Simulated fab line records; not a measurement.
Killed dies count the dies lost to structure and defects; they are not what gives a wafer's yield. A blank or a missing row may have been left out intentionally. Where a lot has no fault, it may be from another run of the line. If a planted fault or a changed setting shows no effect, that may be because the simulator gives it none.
The tool behind it: which one? / flow sky130 / Sampling: 12 lots, 36 wafers, 4 of 708 route steps

WHAT THE GAUGES READ, wafer by wafer
SKY_VT_ADJUST_NCORE_OVL_MEAS_08.
lot=L837; measured=day 8 04:01; on=overlay-01; VT_ADJUST_NCORE_OVL (nm)=2.1 0.4 0.7
lot=L838; measured=day 8 22:28; on=overlay-02; VT_ADJUST_NCORE_OVL (nm)=0.0 -0.8 1.7
lot=L839; measured=day 9 15:30; on=overlay-02; VT_ADJUST_NCORE_OVL (nm)=-0.8 -2.1 -3.2
lot=L840; measured=day 9 19:07; on=overlay-02; VT_ADJUST_NCORE_OVL (nm)=-1.3 -2.2 -1.3
lot=L842; measured=day 10 09:25; on=overlay-01; VT_ADJUST_NCORE_OVL (nm)=3.8 0.1 1.6
lot=L843; measured=day 10 22:22; on=overlay-01; VT_ADJUST_NCORE_OVL (nm)=3.1 -0.5 0.7
lot=L844; measured=day 11 06:25; on=overlay-02; VT_ADJUST_NCORE_OVL (nm)=1.1 -2.1 -0.4
lot=L846; measured=day 11 07:19; on=overlay-02; VT_ADJUST_NCORE_OVL (nm)=-1.0 -1.3 -1.1
lot=L847; measured=day 11 09:07; on=overlay-01; VT_ADJUST_NCORE_OVL (nm)=0.7 -0.3 2.2
lot=L850; measured=day 12 11:51; on=overlay-01; VT_ADJUST_NCORE_OVL (nm)=-1.7 -0.1 0.5
lot=L858; measured=day 14 18:55; on=overlay-01; VT_ADJUST_NCORE_OVL (nm)=0.7 1.8 0.6
lot=L859; measured=day 15 03:00; on=overlay-01; VT_ADJUST_NCORE_OVL (nm)=-0.4 1.1 1.8

SKY_SONOS_ONO_THK_MEAS_03.
lot=L837; measured=day 11 02:41; on=film_metro-03; SONOS_ONO_CVD_02_THK (nm)=10.45 10.44 10.50
lot=L838; measured=day 11 21:35; on=film_metro-03; SONOS_ONO_CVD_02_THK (nm)=10.55 10.47 10.50
lot=L839; measured=day 12 19:19; on=film_metro-03; SONOS_ONO_CVD_02_THK (nm)=10.63 10.63 10.51
lot=L840; measured=day 12 22:08; on=film_metro-02; SONOS_ONO_CVD_02_THK (nm)=10.30 10.46 10.37
lot=L842; measured=day 13 13:10; on=film_metro-04; SONOS_ONO_CVD_02_THK (nm)=10.61 10.58 10.57
lot=L843; measured=day 14 03:36; on=film_metro-04; SONOS_ONO_CVD_02_THK (nm)=10.35 10.34 10.27
lot=L844; measured=day 14 14:55; on=film_metro-03; SONOS_ONO_CVD_02_THK (nm)=10.42 10.35 10.47
lot=L846; measured=day 14 14:58; on=film_metro-04; SONOS_ONO_CVD_02_THK (nm)=10.22 10.23 10.22
lot=L847; measured=day 14 19:08; on=film_metro-02; SONOS_ONO_CVD_02_THK (nm)=10.81 10.63 10.76
lot=L850; measured=day 16 00:32; on=film_metro-02; SONOS_ONO_CVD_02_THK (nm)=10.19 10.43 10.34
lot=L858; measured=day 18 13:01; on=film_metro-02; SONOS_ONO_CVD_02_THK (nm)=11.64 11.78 11.66
lot=L859; measured=day 18 22:09; on=film_metro-04; SONOS_ONO_CVD_02_THK (nm)=11.56 11.54 11.66

SKY_SONOS_ONO_THK_MEAS_05.
lot=L837; measured=day 11 04:37; on=film_metro-02; SONOS_ONO_CVD_04_THK (nm)=5.64 5.67 5.71
lot=L838; measured=day 11 23:32; on=film_metro-02; SONOS_ONO_CVD_04_THK (nm)=5.77 5.74 5.73
lot=L839; measured=day 12 20:38; on=film_metro-04; SONOS_ONO_CVD_04_THK (nm)=5.68 5.68 5.79
lot=L840; measured=day 12 23:26; on=film_metro-03; SONOS_ONO_CVD_04_THK (nm)=5.70 5.68 5.77
lot=L842; measured=day 13 14:29; on=film_metro-02; SONOS_ONO_CVD_04_THK (nm)=5.58 5.68 5.59
lot=L843; measured=day 14 04:55; on=film_metro-02; SONOS_ONO_CVD_04_THK (nm)=5.82 5.81 5.73
lot=L844; measured=day 14 16:13; on=film_metro-04; SONOS_ONO_CVD_04_THK (nm)=5.58 5.60 5.67
lot=L846; measured=day 14 17:28; on=film_metro-02; SONOS_ONO_CVD_04_THK (nm)=5.87 5.97 5.85
lot=L847; measured=day 14 20:26; on=film_metro-03; SONOS_ONO_CVD_04_THK (nm)=5.67 5.57 5.74
lot=L850; measured=day 16 01:51; on=film_metro-02; SONOS_ONO_CVD_04_THK (nm)=5.61 5.54 5.55
lot=L858; measured=day 18 14:19; on=film_metro-04; SONOS_ONO_CVD_04_THK (nm)=5.54 5.69 5.64
lot=L859; measured=day 18 23:28; on=film_metro-04; SONOS_ONO_CVD_04_THK (nm)=5.75 5.75 5.74

WHAT TOOL EACH LOT RAN ON (gives the tool, then ch and the chambers of the sampled wafers, and finally the start)
lot=L837; SKY_SONOS_ONO_CVD_02=lpcvd-02 ch 1, day 11 01:38
lot=L838; SKY_SONOS_ONO_CVD_02=lpcvd-02 ch 1, day 11 20:32
lot=L839; SKY_SONOS_ONO_CVD_02=lpcvd-02 ch 1, day 12 18:15
lot=L840; SKY_SONOS_ONO_CVD_02=lpcvd-02 ch 1, day 12 21:05
lot=L842; SKY_SONOS_ONO_CVD_02=lpcvd-02 ch 0, day 13 12:07
lot=L843; SKY_SONOS_ONO_CVD_02=lpcvd-02 ch 0, day 14 02:33
lot=L844; SKY_SONOS_ONO_CVD_02=lpcvd-02 ch 1, day 14 13:52
lot=L846; SKY_SONOS_ONO_CVD_02=lpcvd-02 ch 1, day 14 13:52
lot=L847; SKY_SONOS_ONO_CVD_02=lpcvd-02 ch 0, day 14 18:04
lot=L850; SKY_SONOS_ONO_CVD_02=lpcvd-02 ch 1, day 15 23:29
lot=L858; SKY_SONOS_ONO_CVD_02=lpcvd-02 ch 1, day 18 11:56
lot=L859; SKY_SONOS_ONO_CVD_02=lpcvd-02 ch 0, day 18 21:06
- SKY_SONOS_ONO_CVD_02: deposits Si3N4 from DCS/NH3, target thk 10.5 nm, time 180 s.

WHAT THE TOOLS THEMSELVES READ (means of the sampled wafers that have a number; where no wafer has one, the mark that the record gives instead)
The record holds no such reading with a usual standard deviation.

THE ANSWER, worked out from the rows above alone
Rule: usual is defined by the lots themselves. Put in order of their means at a reading, lots are off if they are a third of the lots or fewer, leave a main group of 4 or more, and stand apart from it by a gap of 3 or more times the standard deviation of the main group's means; of several such gaps the widest counts. The tables above print the reading to a certain number of digits; a main group whose means all agree to those digits is not used. Also off: a lot with no number at a reading for which 4 or more lots have one. The other lots that the step has rows for count as sound. First the gauges in route order, then the tools' own readings, where a lot's mean is used as printed above. At the first step where some lot is off, the reading lying furthest off is the one used; lots without a number count as furthest.
Off: L858, L859, seen at SKY_SONOS_ONO_THK_MEAS_03 (SONOS_ONO_CVD_02_THK). The main group: mean 10.45 nm, standard deviation 0.15.
If a tool, at a process step before that reading, ran all the lots that are off and no sound lot after the first of them, it fits. Those tools and the gauges at SKY_SONOS_ONO_THK_MEAS_03 are tried in the same way. One fits: SKY_SONOS_ONO_CVD_02 on lpcvd-02. A fault onset in the window from L850 (day 15 23:29, its last sound lot) to L858 (day 18 11:56, its first lot off) fits.

WHAT THE SIMULATOR PUT IN
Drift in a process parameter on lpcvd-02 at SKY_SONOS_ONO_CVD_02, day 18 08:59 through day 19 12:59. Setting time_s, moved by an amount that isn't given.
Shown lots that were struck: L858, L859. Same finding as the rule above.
